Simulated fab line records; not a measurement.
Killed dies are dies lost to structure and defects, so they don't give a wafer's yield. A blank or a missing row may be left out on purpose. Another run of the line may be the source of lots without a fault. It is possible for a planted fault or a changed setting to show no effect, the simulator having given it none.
Comparing a struck lot with a sound one :: flow sky130 :: 43 out of 708 route steps
Sound: these wafers, L431.1, L431.3, L431.5. Wafers struck: L445.1, L445.4, L445.6. At the end, the cause is stated.
Order at every step that has rows: each side's tool, ch and its chambers, its first start. Under that, the readings that differ: sound wafers :: struck wafers :: difference of the means :: sigmas: that difference in standard deviations of wafers without a fault.
alike: readings with means less than 2 such deviations apart, plus words and numbers identical on both sides. not compared: withheld readings, readings lacking a value on some wafer, bounds such as >300 that could conceal the same value, and numbers that have no deviation in the record and whose values overlap.
Wherever a step has rows on one side only, a row that says differs or no value, or a row with sigmas, the two part there. When numbers do not overlap yet have no deviation, they are printed without sigmas and do not part them. Lack of a reading on every wafer of one side parts them only where that side has two or more wafers.

first, 7 steps without rows for these wafers: SKY_VIA4_DEHYDRATE_04 (time 60 s); SKY_VIA4_HMDS_05 (prime time 60 s); SKY_VIA4_COAT_06 (resist thk 1140 nm); SKY_VIA4_SOFTBAKE_07 (time 60 s); SKY_VIA4_EXPOSE_08 (exposes mask VIM4, target cd 800 nm); SKY_VIA4_PEB_09; SKY_VIA4_DEVELOP_10 (develop time 60 s).
SKY_VIA4_OVL_MEAS_11:
  sound on overlay-01 at day 43 15:04; struck on overlay-02 at day 47 19:26
  alike: VIA4_OVL
then, 4 steps without rows for these wafers: SKY_VIA4_ETCH_12 (etches SiO2 in C4F8/O2/Ar, stops on TiN, target depth 580 nm); SKY_VIA4_STRIP_13 (strips in O2/N2); SKY_VIA4_STRIP_14 (strips in post etch residue remover, time 1200 s); SKY_VIA4_CLEAN_15 (cleans in IPA, time 180 s).
SKY_VIA4_CLEAN_16: cleans in O3/DIW.
  sound on wet-bench-02 ch 2, day 43 15:41; struck on wet-bench-02 ch 1, day 47 20:04
SKY_VIA4_SPUTTER_17: material TiN, target thk 20 nm, time 80 s.
  sound on pvd-sputter-04 at day 43 15:46; struck on pvd-sputter-04 at day 47 20:09
  alike: throttle-valve-pct
SKY_VIA4_CVD_18: deposits W, target thk 505 nm, time 152.14 s.
  sound on cvd-w-02 ch 0,1, day 43 15:50; struck on cvd-w-01 ch 0, day 47 20:13
  alike: heater-power-w
  not compared: since-wet-clean-h
SKY_VIA4_RS_MEAS_19: a four-point-probe measurement.
  sound on film-metro-03 at day 43 15:59; struck on film-metro-04 at day 47 20:22
  alike: VIA4_W_RS
SKY_VIA4_THK_MEAS_20: measures by xrf.
  sound on film-metro-03 at day 43 16:07; struck on film-metro-04 at day 47 20:29
reading: VIA4_W_THK (nm)
sound: 500 496 504
struck: 486 479 477
difference: -19
sigmas: -2
SKY_VIA4_CMP_21: polishes, stops on SiO2, t overpolish 25 s, target thk 0 nm.
  sound on cmp-01 ch 0,3, day 43 16:10; struck on cmp-01 ch 0,1,3, day 47 20:38
  alike: motor-current-A, overpolish-run-s, retaining-ring-pressure-frac, time-to-endpoint-s
then, 2 steps without rows for these wafers: SKY_METAL5_SPUTTER_00 (material Ti, target thk 15 nm, time 10 s); SKY_METAL5_SPUTTER_01 (material TiN, target thk 20 nm, time 16.7 s).
SKY_METAL5_SPUTTER_02: material AlCu, target thk 1150 nm, time 61.2 s.
  sound on pvd-sputter-01 at day 43 16:31; struck on pvd-sputter-02 at day 47 20:53
  alike: throttle-valve-pct
then, 2 steps without rows for these wafers: SKY_METAL5_SPUTTER_03 (material Ti, target thk 5 nm, time 3.3 s); SKY_METAL5_SPUTTER_04 (material TiN, target thk 70 nm, time 58.3 s).
SKY_METAL5_RS_MEAS_05: a four-point-probe measurement.
  sound on film-metro-02 at day 43 16:38; struck on film-metro-03 at day 47 21:01
  alike: METAL5_ALCU_RS
SKY_METAL5_THK_MEAS_06: measures by xrf.
  sound on film-metro-02 at day 43 16:45; struck on film-metro-03 at day 47 21:08
reading: METAL5_ALCU_THK (nm)
sound: 1141 1123 1134
struck: 1187 1161 1156
difference: +35
sigmas: +3
then, 8 steps without rows for these wafers: SKY_METAL5_DEHYDRATE_07 (time 60 s); SKY_METAL5_HMDS_08 (prime time 60 s); SKY_METAL5_COAT_09 (resist thk 1800 nm); SKY_METAL5_SOFTBAKE_10 (time 60 s); SKY_METAL5_EXPOSE_11 (exposes mask MM5, target cd 1600 nm); SKY_METAL5_PEB_12; SKY_METAL5_DEVELOP_13 (develop time 60 s); SKY_METAL5_DESCUM_14 (chemistry O2, time 11 s).
SKY_METAL5_METAL_ETCH_15: etches the open film in Cl2/BCl3, stops on SiO2, target depth 1260 nm, time 252 s.
  sound on rie-metal-03 ch 0,1, day 44 14:25; struck on rie-metal-02 ch 0,1, day 48 15:26
  alike: bias-w, drypump-motor-current-A, oes-product-au, rf-fwd-power-W, throttle-valve-pct
  not compared: rf-hours-counter-h
then, 5 steps without rows for these wafers: SKY_METAL5_STRIP_16 (strips in O2/N2); SKY_METAL5_STRIP_17 (strips in post etch residue remover, time 1200 s); SKY_METAL5_CLEAN_18 (cleans in IPA, time 180 s); SKY_METAL5_CLEAN_19 (cleans in O3/DIW); SKY_PASSIVATION_CVD_00 (deposits SiO2, target thk 90 nm).
SKY_PASSIVATION_THK_MEAS_01:
  sound on film-metro-01 at day 44 15:16; struck on film-metro-01 at day 48 16:19
  alike: PASSIVATION_CVD_00_THK
then, 1 step without rows for these wafers: SKY_PASSIVATION_CVD_02 (deposits Si3N4, target thk 540 nm).
SKY_PASSIVATION_THK_MEAS_03:
  sound on film-metro-03 at day 44 15:33; struck on film-metro-01 at day 48 16:43
  alike: PASSIVATION_CVD_02_THK
SKY_PAD_OPEN_PROBE_99:
  sound on prober-01 at day 46 11:32; struck on prober-02 at day 50 06:31
reading: defect-limited-yield (%)
sound: 81.5 80.1 81.9
struck: 72.4 73.4 74.4
difference: -7.8
sigmas: -4

reading: killed_at_M4_up
sound: 2 0 4
struck: 45 43 46
difference: +43
sigmas: +27

reading: killed-dies
sound: 91 98 89
struck: 136 131 126
difference: +38
sigmas: +4

reading: sort_bin_3_pad_short (%)
sound: 1.0 0.6 0.6
struck: 1.6 3.7 3.0
difference: +2.0
sigmas: +5

reading: sort_bin_5_function (%)
sound: 12.4 11.6 11.6
struck: 18.9 15.9 15.2
difference: +4.8
sigmas: +3

reading: sort-n-pass
sound: 401 394 403
struck: 356 361 366
difference: -38
sigmas: -4

reading: sort-yield-pct (%)
sound: 81.5 80.1 81.9
struck: 72.4 73.4 74.4
difference: -7.8
sigmas: -4

reading: model.etest.tester.sort-n-pass
sound: 401 394 403
struck: 356 361 366
difference: -38
sigmas: 

reading: model.etest.tester.sort-yield-pct (%)
sound: 81.5 80.08 81.91
struck: 72.36 73.37 74.39
difference: -7.79
sigmas: 

reading: model.etest.tester.sort_bin_5_pct (%)
sound: 12.4 11.59 11.59
struck: 18.9 15.85 15.24
difference: +4.8
sigmas: 

reading: model.etest.tester.sort_bin_3_pct (%)
sound: 1.016 0.6098 0.6098
struck: 1.626 3.659 3.049
difference: +2.033
sigmas: 
  alike: killed_at_M0_to_M3, killed-at-contacts, killed-at-front-end, killed-at-other, killed-on-rim, killed-open, killed-short, sort_bin_6_memory

== WHERE THEY PART ==
At SKY_VIA4_THK_MEAS_20 first; at SKY_PAD_OPEN_PROBE_99 last (within this record only).

WHY: what the simulator had put in
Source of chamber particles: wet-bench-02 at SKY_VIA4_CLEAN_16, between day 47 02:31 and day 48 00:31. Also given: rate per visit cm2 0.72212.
